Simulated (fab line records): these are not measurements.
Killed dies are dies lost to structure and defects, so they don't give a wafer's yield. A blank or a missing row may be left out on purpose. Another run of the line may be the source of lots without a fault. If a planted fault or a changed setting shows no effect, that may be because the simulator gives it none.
Code-filled problem report in 8D (eight disciplines) form    flow gf180mcu    the parts of the form that need people (team, actions taken, sign-off) are left out

## 1. WHAT WENT WRONG
At GF_HV_LDD_CD_MEAS_07, cdNm averages 358.9 nm over 2 wafers from 2 lots, while fault-free wafers read 400.5 nm, standard deviation 2.9. That is -14 standard deviations from the usual mean.
The step: target cd 400 nm.
First seen on wafer L943.2, day 13 15:55, on cdSem-02. At this step, 42 wafers from 14 lots have a number in the record. The rule behind "out" and "out of limits": a value lying over 4 standard deviations away from the usual mean. Any other wafer with a number is counted as sound.

## 2. WHAT THIS IS AND IS NOT
question                     is                  is not
which readings at this step  cdNm                -
which lots                   L943, L945          L930, L931, L932, L933, L934, L935, L936, L946, L947, L949, L951, L952
which wafers of those lots   L943.2, L945.2      L943.4, L943.5, L945.3, L945.5
read on which gauges         cdSem-01, cdSem-02  -
when                         from day 13 15:55   up to then (23 sound wafers); but 17 sound wafers of L945, L946, L947, L949, L951, L952 came after

## 3. SUSPECTS, AND WHAT RULES EACH OUT
Counting: any tool at a process step up to the reading remains a suspect provided it ran every lot that is out. Sound lots after the first of them don't rule it out here, since some wafers of a struck lot are sound.
- the gauge at GF_HV_LDD_CD_MEAS_07 has been ruled out. The wafers that are out were read on 2 gauges (cdSem-01, cdSem-02).
- lithoTrack-03 at GF_HV_LDD_DEVELOP_06 (develop time 60 s): kept. Every lot that is out went through it, the first being L943 (day 13 15:45); the last sound lot it ran before that was L936 (day 11 14:44).
After counting, what remains is lithoTrack-03 at GF_HV_LDD_DEVELOP_06.

## 4. THE CAUSE (what the simulator had put in)
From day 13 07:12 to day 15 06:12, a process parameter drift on lithoTrack-03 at GF_HV_LDD_DEVELOP_06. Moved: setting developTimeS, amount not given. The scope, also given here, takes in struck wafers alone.
This tool alone remained once counting was done.

## 5. THE EFFECT CHAIN, in route order
Each row: a reading where the mean over the struck wafers with a number is more than 3 standard deviations away from the usual. Readings are gone through only where the record gives a usual standard deviation; hours: the median, over the lots, of the time from a lot's start at the first step in this table giving one to that lot's start at this step; sigmas: the change measured in usual standard deviations.
hours  step                  reading  usual     on struck wafers  change  sigmas
0      GF_HV_LDD_CD_MEAS_07  cdNm     400.5 nm  358.9             -41.6   -14
Later steps that measure or inspect, where all struck wafers having a row at the step show a number for every such reading and not one has moved that far: GF_HV_LDD_TW_MEAS_11.

## 6. HOW IT WOULD HAVE BEEN CAUGHT EARLIER
9 hours passed between the start of the fault at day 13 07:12 and the first reading out of limits at a measuring or inspecting step in this record, taken at day 13 15:55.
Tool readings at GF_HV_LDD_DEVELOP_06 with a usual standard deviation given in the record: none out on any struck wafer, hence no alarm at a limit of 4 standard deviations on them.
Of the lots that are out (2), L945 began GF_HV_LDD_DEVELOP_06 on lithoTrack-03 after day 13 15:55. A tool hold placed at that time would have kept it from harm.
